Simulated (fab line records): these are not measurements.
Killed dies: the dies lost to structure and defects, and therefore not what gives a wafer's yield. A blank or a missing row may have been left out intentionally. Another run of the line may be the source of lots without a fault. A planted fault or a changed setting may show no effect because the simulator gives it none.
fab line records | flow sky130
[record] lots = 6 | wafers = 16 | last-day = 50
route steps=708 shown VIA4@649 METAL5@661 PAD_OPEN@708
lots untouched by any fault: they come from a run of this same line in which no faults occurred
start-h: hours from the record's opening day to when the first of the lot's shown wafers began | wait-h: time in hours since the lot's previous step | " as in the row above | L1.1+2: several wafers, shown together as one row | - no value, or no start given | * or withheld: withheld | < > ~ a bound
route shown NAME@n: NAME is a module with steps in the file, n the number in the route of the first one | usual: average and standard deviation across the fault-free wafers | same: alike in all rows | chamber/n: place in a boat | sites: per-site readings | _std_site: standard deviation of those values | _edge_site: mean of outer sites minus mean of inner sites | radius-mm: how far each site lies from the wafer's centre | mask NAME#n: copy n | behind: tool/chamber where the wafer was last shaped | hold: why the lot was held/for how many hours/how that ended | device: names the non-switching transistor (n, p or np) | end of line: tests of these same wafers at the route's end | a step given without rows: its recipe and nothing more | killed: dies lost to structure and defects at the first sort, not the wafer's yield | map: the dies of a wafer, with x for killed, . for not killed, _ for no die there
set.NAME: the setting that was run; set.NAME@STEP: the one run at that earlier step | model.NAME: the simulator's own value behind a step, which no gauge read
lots at some steps of the route; a table a step, a row a wafer
services: the hour from which a tool's chamber was out of use, counted from the record's first day as start-h (under 0 if before that day), plus the number of hours and why
[[steps]]
[step SKY_VIA4_DEVELOP_10]
[recipe] resist = NOVOLAK | developer = TMAH | develop-time-s = 60 | dev-temp-c = 23
[step SKY_VIA4_OVL_MEAS_11]
[usual] VIA4_OVL = 0.6/1.6
lot.wafer | tool       | chamber | start-h | wait-h | VIA4_OVL[nm]
L793.2    | overlay-01 | -       | 1029.79 | 0.1    | 1.6
L793.4    | "          | -       | "       | "      | 0.8
L793.6    | "          | -       | "       | "      | 0.5
L798.2    | overlay-02 | -       | 1060.26 | 0.1    | -1.4
L798.3    | "          | -       | "       | "      | -0.9
L800.2    | overlay-01 | -       | 1073.39 | 0.1    | 0.2
L800.4    | "          | -       | "       | "      | 2.1
L803.1    | overlay-02 | -       | 1088.29 | 0.1    | -2.1
L803.4    | "          | -       | "       | "      | -1.4
L803.5    | "          | -       | "       | "      | -2.4
L804.3    | overlay-01 | -       | 1093.65 | 0.1    | 1.0
L804.4    | "          | -       | "       | "      | 0.6
L804.6    | "          | -       | "       | "      | 1.4
L811.1    | overlay-02 | -       | 1135.85 | 0.1    | 0.3
L811.3    | "          | -       | "       | "      | 1.3
L811.6    | "          | -       | "       | "      | 1.8
[step SKY_VIA4_ETCH_12]
[recipe] target = SiO2 | chemistry = C4F8/O2/Ar | stop-on = TiN | mask-material = NOVOLAK | source-w = 1500 | bias-w = 1200 | pressure-mtorr = 40 | c4f8-flow-sccm = withheld | O2_flow_sccm = 6 | Ar_flow_sccm = 300 | time-s = withheld | target-depth-a = 5800
[usual] oes-product-au = 0.927/0.0049
lot.wafer | tool        | chamber | start-h | wait-h | oes-product-au
L793.2    | rie-diel-01 | 2       | 1029.82 | 0.0    | 0.929
L793.4    | "           | 0       | "       | "      | 0.930
L793.6    | "           | 2       | "       | "      | 0.924
L798.2    | rie-diel-04 | 1       | 1060.29 | 0.0    | 0.920
L798.3    | "           | 3       | "       | "      | 0.929
L800.2    | rie-diel-04 | 3       | 1073.42 | 0.0    | 0.929
L800.4    | "           | 2       | "       | "      | 0.931
L803.1    | rie-diel-01 | 3       | 1088.32 | 0.0    | 0.919
L803.4    | "           | 1       | "       | "      | 0.922
L803.5    | "           | 2       | "       | "      | 0.924
L804.3    | rie-diel-01 | 0       | 1093.67 | 0.0    | 0.926
L804.4    | "           | 2       | "       | "      | 0.922
L804.6    | "           | 1       | "       | "      | 0.926
L811.1    | rie-diel-04 | 2       | 1135.89 | 0.0    | 0.929
L811.3    | "           | 1       | "       | "      | 0.927
L811.6    | "           | 3       | "       | "      | 0.918
[step SKY_VIA4_STRIP_13]
[recipe] chemistry = O2/N2 | power-w = 1400 | pressure-mtorr = 1500 | platen-temp-c = withheld | o2-flow-sccm = 3000 | n2-flow-sccm = 300 | overash-fraction = 0.5
[usual] drypump-motor-current-A = 5.7/0.41 | oes-product-au = 0.710/0.0047 | strip-time-to-endpoint-s = 12.80/0.037
lot.wafer | tool            | chamber | start-h | wait-h | drypump-motor-current-A | oes-product-au | rf-hours-counter-h | strip-time-to-endpoint-s
L793.2    | plasma-asher-01 | 1       | 1029.89 | -      | 6.2                     | 0.707          | 92                 | 12.84
L793.4    | "               | 0       | "       | "      | 5.3                     | 0.698          | -                  | 12.80
L793.6    | "               | 0       | "       | "      | 5.3                     | 0.706          | -                  | 12.84
L798.2    | plasma-asher-02 | 1       | 1060.36 | -      | 5.1                     | 0.711          | 32                 | 12.83
L798.3    | "               | 0       | "       | "      | 6.2                     | 0.706          | -                  | 12.80
L800.2    | plasma-asher-03 | 0       | 1073.50 | -      | 5.7                     | 0.715          | 1                  | 12.77
L800.4    | "               | 1       | "       | "      | 5.6                     | 0.712          | -                  | 12.78
L803.1    | plasma-asher-01 | 1       | 1088.40 | -      | 6.2                     | 0.705          | 98                 | 12.79
L803.4    | "               | 1       | "       | "      | 6.1                     | 0.713          | -                  | 12.84
L803.5    | "               | 0       | "       | "      | 5.3                     | 0.700          | -                  | 12.92
L804.3    | plasma-asher-02 | 0       | 1093.78 | -      | 6.3                     | 0.712          | -                  | 12.85
L804.4    | "               | 1       | "       | "      | 5.1                     | 0.719          | -                  | 12.88
L804.6    | "               | 1       | "       | "      | 5.1                     | 0.713          | -                  | 12.84
L811.1    | plasma-asher-02 | 0       | 1135.96 | -      | 6.2                     | 0.709          | 37                 | 12.85
L811.3    | "               | 0       | "       | "      | 6.2                     | 0.704          | -                  | 12.78
L811.6    | "               | 1       | "       | "      | 5.1                     | 0.713          | -                  | 12.77
[step SKY_VIA4_STRIP_14]
[recipe] chemistry = post-etch-residue-remover | time-s = 1200 | temp-c = 72.5
[step SKY_VIA4_CLEAN_15]
[recipe] chemistry = IPA | time-s = 180 | temp-c = 25
[step SKY_VIA4_CLEAN_16]
[recipe] chemistry = O3/DIW | dry = n2-spin
[step SKY_VIA4_SPUTTER_17]
[recipe] material = TiN | target-thk-nm = 20 | chamber-pressure-pa = 5 | power-w = 4000 | time-s = 80
[step SKY_VIA4_CVD_18]
[recipe] material = W | target-thk-nm = 505 | time-s = 152.14 | temp-c = 400 | pressure-torr = 40
[usual] heater-power-outer-w = 508/27 | heater-power-w = 826/42
[same] time-s = 152.14
lot.wafer | tool     | chamber | start-h | wait-h | heater-power-outer-w | heater-power-w
L793.2    | cvd-w-02 | 1       | 1030.55 | 0.0    | 504                  | 835
L793.4    | "        | 1       | "       | "      | 512                  | 852
L793.6    | "        | 0       | "       | "      | 498                  | 807
L798.2    | cvd-w-01 | 1       | 1061.02 | 0.0    | 556                  | 891
L798.3    | "        | 0       | "       | "      | 466                  | 780
L800.2    | cvd-w-02 | 0       | 1074.15 | 0.0    | 503                  | 801
L800.4    | "        | 0       | "       | "      | 511                  | 788
L803.1    | cvd-w-02 | 0       | 1089.08 | 0.0    | 513                  | 805
L803.4    | "        | 1       | "       | "      | 495                  | 816
L803.5    | "        | 1       | "       | "      | 512                  | 844
L804.3    | cvd-w-02 | 0       | 1094.45 | 0.1    | 509                  | 805
L804.4    | "        | 1       | "       | "      | 524                  | 853
L804.6    | "        | 0       | "       | "      | 505                  | 814
L811.1    | cvd-w-02 | 1       | 1136.62 | 0.0    | 513                  | 866
L811.3    | "        | 1       | "       | "      | 518                  | 859
L811.6    | "        | 1       | "       | "      | 522                  | 822
[step SKY_VIA4_RS_MEAS_19]
[recipe] thk-meas-gauge = four-point-probe | reads = W_of_VIA4_CVD_18+TiN_of_VIA4_SPUTTER_17
[usual] VIA4_W_RS = 0.2266/0.0026
lot.wafer | tool          | chamber | start-h | wait-h | VIA4_W_RS[ohm/sq]
L793.2    | film-metro-02 | -       | 1030.72 | 0.1    | 0.2270
L793.4    | "             | -       | "       | "      | 0.2271
L793.6    | "             | -       | "       | "      | 0.2258
L798.2    | film-metro-02 | -       | 1061.19 | 0.1    | 0.2197
L798.3    | "             | -       | "       | "      | 0.2228
L800.2    | film-metro-04 | -       | 1074.32 | 0.1    | 0.2259
L800.4    | "             | -       | "       | "      | 0.2241
L803.1    | film-metro-04 | -       | 1089.23 | 0.1    | 0.2287
L803.4    | "             | -       | "       | "      | 0.2294
L803.5    | "             | -       | "       | "      | 0.2286
L804.3    | film-metro-01 | -       | 1094.59 | 0.1    | 0.2269
L804.4    | "             | -       | "       | "      | 0.2298
L804.6    | "             | -       | "       | "      | 0.2289
L811.1    | film-metro-04 | -       | 1136.77 | 0.1    | 0.2280
L811.3    | "             | -       | "       | "      | 0.2302
L811.6    | "             | -       | "       | "      | 0.2322
[step SKY_VIA4_THK_MEAS_20]
[recipe] thk-meas-gauge = xrf | reads = W_of_VIA4_CVD_18
[usual] VIA4_W_THK = 499/6.5
lot.wafer | tool          | chamber | start-h | wait-h | VIA4_W_THK[nm]
L793.2    | film-metro-02 | -       | 1030.83 | 0.1    | 498
L793.4    | "             | -       | "       | "      | 496
L793.6    | "             | -       | "       | "      | 498
L798.2    | film-metro-02 | -       | 1061.30 | 0.1    | 512
L798.3    | "             | -       | "       | "      | 511
L800.2    | film-metro-04 | -       | 1074.43 | 0.1    | 504
L800.4    | "             | -       | "       | "      | 505
L803.1    | film-metro-04 | -       | 1089.35 | 0.1    | 490
L803.4    | "             | -       | "       | "      | 489
L803.5    | "             | -       | "       | "      | 488
L804.3    | film-metro-01 | -       | 1094.69 | 0.1    | 502
L804.4    | "             | -       | "       | "      | 494
L804.6    | "             | -       | "       | "      | 494
L811.1    | film-metro-04 | -       | 1136.89 | 0.1    | 491
L811.3    | "             | -       | "       | "      | 487
L811.6    | "             | -       | "       | "      | 486
[step SKY_VIA4_CMP_21]
[recipe] stop-on = SiO2 | t-overpolish-s = 25 | down-force-psi = 3.5 | platen-rpm = 60 | target-thk-nm = 0 | pad-velocity-m-s = 0.94248
[usual] head-pressure-psi = 3.501/0.0063 | motor-current-A = 11.0/0.87 | overpolish-run-s = 25.000/0.0084 | time-to-endpoint-s = 125/4.9
lot.wafer | tool   | chamber | start-h | wait-h | head-pressure-psi | motor-current-A | overpolish-run-s | time-to-endpoint-s
L793.2    | cmp-01 | 3       | 1030.98 | 0.1    | 3.493             | 10.2            | 25.008           | 123
L793.4    | "      | 0       | "       | "      | 3.496             | 11.2            | 25.002           | 125
L793.6    | "      | 2       | "       | "      | 3.495             | 10.9            | 24.998           | 128
L798.2    | cmp-01 | 2       | 1061.35 | 0.0    | 3.507             | 11.3            | 24.990           | 128
L798.3    | "      | 3       | "       | "      | 3.497             | 10.2            | 25.006           | 127
L800.2    | cmp-01 | 3       | 1074.48 | 0.0    | 3.502             | 9.8             | 24.987           | 126
L800.4    | "      | 0       | "       | "      | 3.500             | 10.7            | 24.983           | 122
L803.4    | cmp-02 | 0       | 1090.03 | 0.6    | 3.507             | 9.3             | 24.996           | 127
L803.1    | "      | 2       | "       | "      | 3.504             | 11.4            | 25.000           | 122
L803.5    | "      | 3       | "       | "      | 3.512             | 11.0            | 25.005           | 128
L804.3    | cmp-01 | 2       | 1094.79 | 0.1    | 3.495             | 11.9            | 24.995           | 123
L804.4    | "      | 0       | "       | "      | 3.495             | 10.8            | 25.005           | 119
L804.6    | "      | 2       | "       | "      | 3.491             | 11.9            | 25.000           | 121
L811.1    | cmp-02 | 2       | 1137.06 | 0.2    | 3.498             | 11.1            | 25.011           | 126
L811.3    | "      | 3       | "       | "      | 3.490             | 11.0            | 25.008           | 132
L811.6    | "      | 2       | "       | "      | 3.498             | 10.9            | 24.995           | 121
[step SKY_METAL5_SPUTTER_00]
[recipe] material = Ti | target-thk-nm = 15 | power-w = 3000 | time-s = 10 | chamber-pressure-pa = 0.4
[usual] chamber-pressure-pa = 0.4000/0.00069 | throttle-valve-pct = 30.5/0.84
lot.wafer | tool           | chamber | start-h | wait-h | chamber-pressure-pa | throttle-valve-pct | model.Ti_of_METAL5_SPUTTER_00.thk-nm
L793.2    | pvd-sputter-04 | -       | 1031.18 | 0.1    | 0.4002              | 30.2               | 14.9
L793.4    | "              | -       | "       | "      | 0.3997              | 29.5               | 14.93
L793.6    | "              | -       | "       | "      | 0.4001              | 30.8               | 15.12
L798.2    | pvd-sputter-01 | -       | 1061.65 | 0.2    | 0.4003              | 31.3               | 24.01
L798.3    | "              | -       | "       | "      | 0.3999              | 30.8               | 14.97
L800.2    | pvd-sputter-01 | -       | 1074.78 | 0.2    | 0.3998              | 31.5               | 23.88
L800.4    | "              | -       | "       | "      | 0.4003              | 31.4               | 15.23
L803.1    | pvd-sputter-04 | -       | 1090.28 | 0.1    | 0.4009              | 28.6               | 15.26
L803.4    | "              | -       | "       | "      | 0.4011              | 30.7               | 15.14
L803.5    | "              | -       | "       | "      | 0.4004              | 28.5               | 15.16
L804.3    | pvd-sputter-04 | -       | 1095.04 | 0.2    | 0.4017              | 28.5               | 15
L804.4    | "              | -       | "       | "      | 0.3999              | 29.7               | 14.83
L804.6    | "              | -       | "       | "      | 0.4000              | 30.8               | 15.01
L811.1    | pvd-sputter-01 | -       | 1137.36 | 0.2    | 0.3991              | 31.5               | 15.13
L811.3    | "              | -       | "       | "      | 0.3991              | 31.0               | 14.98
L811.6    | "              | -       | "       | "      | 0.3997              | 31.1               | 15.16
[step SKY_METAL5_SPUTTER_01]
[recipe] material = TiN | target-thk-nm = 20 | power-w = 6500 | time-s = 16.7 | chamber-pressure-pa = 0.4
[usual] chamber-pressure-pa = 0.4000/0.00072 | throttle-valve-pct = 30.5/0.84
[same] time-s = 16.7
lot.wafer | tool           | chamber | start-h | wait-h | chamber-pressure-pa | throttle-valve-pct
L793.2    | pvd-sputter-04 | -       | 1031.20 | 0.0    | 0.4004              | 30.4
L793.4    | "              | -       | "       | "      | 0.3990              | 29.8
L793.6    | "              | -       | "       | "      | 0.4003              | 30.7
L798.2    | pvd-sputter-01 | -       | 1061.67 | 0.0    | 0.3991              | 31.7
L798.3    | "              | -       | "       | "      | 0.4003              | 30.6
L800.2    | pvd-sputter-01 | -       | 1074.80 | 0.0    | 0.4005              | 31.8
L800.4    | "              | -       | "       | "      | 0.4007              | 31.0
L803.1    | pvd-sputter-04 | -       | 1090.30 | 0.0    | 0.3992              | 28.4
L803.4    | "              | -       | "       | "      | 0.4012              | 30.5
L803.5    | "              | -       | "       | "      | 0.4006              | 28.4
L804.3    | pvd-sputter-04 | -       | 1095.06 | 0.0    | 0.3990              | 28.6
L804.4    | "              | -       | "       | "      | 0.4001              | 30.0
L804.6    | "              | -       | "       | "      | 0.4008              | 30.9
L811.1    | pvd-sputter-01 | -       | 1137.39 | 0.0    | 0.4005              | 31.7
L811.3    | "              | -       | "       | "      | 0.4000              | 30.6
L811.6    | "              | -       | "       | "      | 0.4007              | 31.0
[step SKY_PAD_OPEN_PROBE_99]
[usual] defect-limited-yield = 82.6/1.8 | killed_at_M0_to_M3 = 43/6.5 | killed_at_M4_up = 3.1/1.8 | killed-at-contacts = 24/5.6 | killed-at-front-end = 15/4.2 | killed-at-other = 0.3/0.5 | killed-dies = 86/8.9 | killed-open = 47/6.9 | killed-short = 39/5.9 | sort_bin_3_pad_short = 0.9/0.39 | sort_bin_5_function = 10.4/1.6 | sort_bin_6_memory = 6.2/1 | sort-n-pass = 406/8.9 | sort-yield-pct = 82.6/1.8
[same] gross-dies = 492 | killed-at-back-side = 0 | sort_bin_4_leakage[%] = 0 | sort_bin_8_speed[%] = 0
lot.wafer | tool      | chamber | start-h | wait-h | defect-limited-yield[%] | killed_at_M0_to_M3 | killed_at_M4_up | killed-at-contacts | killed-at-front-end | killed-at-other | killed-dies | killed-open | killed-short | sort_bin_3_pad_short[%] | sort_bin_5_function[%] | sort_bin_6_memory[%] | sort-n-pass | sort-yield-pct[%]
L800.2    | prober-01 | -       | 1136.65 | 0.1    | 79.3                    | 52                 | 3               | 30                 | 17                  | 0               | 102         | 53          | 49           | 1.2                     | 12.8                   | 6.7                  | 390         | 79.3
L800.4    | prober-01 | -       | 1136.75 | 0.2    | 82.1                    | 39                 | 1               | 26                 | 21                  | 1               | 88          | 48          | 40           | 0.6                     | 10.2                   | 7.1                  | 404         | 82.1
// killed by level:class
L800.2 CONTACT:geometric-particle:open=16 POLY_GATE:geometric-particle:open=9 VIA2:geometric-particle:short=9 VIA1:geometric-particle:short=8 VIA3:geometric-particle:open=7 LI_CONTACT:geometric-particle:short=6 METAL2:geometric-particle:short=6 VIA2:geometric-particle:open=6
L800.4 VIA2:geometric-particle:open=11 VIA1:geometric-particle:open=7 CONTACT:geometric-particle:open=6 CONTACT:geometric-particle:short=5 POLY_GATE:geometric-particle:short=5 POLY_GATE:geometric-particle:open=5 LI_CONTACT:geometric-particle:open=5 LOCAL_INTERCONNECT:geometric-particle:short=5
[[services]]
tool            | chamber | start-h | hours | kind
cmp-01          | -       | 1008.26 | 9.0   | pm
plasma-asher-01 | -       | 1017.28 | 7.1   | repair
rie-diel-01     | -       | 1019.02 | 2.1   | repair
rie-diel-01     | 1       | 1027.49 | 4.0   | repair
cmp-01          | -       | 1039.18 | 6.3   | pm
plasma-asher-03 | -       | 1055.25 | 9.0   | pm
plasma-asher-03 | 0       | 1055.25 | 9.0   | vent-cycle
plasma-asher-03 | 1       | 1055.25 | 9.0   | vent-cycle
rie-diel-01     | 3       | 1059.60 | 6.3   | repair
plasma-asher-03 | 0       | 1064.25 | -     | clean
plasma-asher-03 | 1       | 1064.25 | -     | clean
rie-diel-04     | -       | 1064.95 | 2.8   | pm
cmp-02          | -       | 1084.18 | 4.0   | pm
cmp-02          | -       | 1088.18 | -     | consumable-replace:conditioner
cmp-02          | -       | 1088.18 | -     | consumable-replace:pad
cmp-01          | -       | 1089.54 | 4.9   | pm
cmp-02          | -       | 1091.07 | 1.6   | repair
plasma-asher-01 | -       | 1091.58 | 9.4   | repair
rie-diel-01     | 2       | 1094.63 | 1.7   | repair
plasma-asher-02 | -       | 1105.01 | 27.2  | repair
plasma-asher-02 | -       | 1115.17 | 1.6   | repair
cmp-02          | -       | 1127.34 | 2.4   | repair
plasma-asher-01 | -       | 1135.91 | 3.6   | repair
[[key]]
first-sign none at tools or gauges
[model-effect] step = SKY_METAL5_SPUTTER_00 | value = Ti_of_METAL5_SPUTTER_00.thk-nm | without = 15.2 | struck = 23.95
met-at SKY_METAL5_SPUTTER_00
struck-wafers L798.2,L800.2
[fault] kind = process-parameter-drift | tool = pvd-sputter-01 | chamber = - | onset-h = 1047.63 | steps = SKY_METAL5_SPUTTER_00 | channel = target-thk-nm | offset = 8.7495 | shape = step | end-h = 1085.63 | scope = struck-wafers-only | acts-in = these-recipes-only | stated = 15
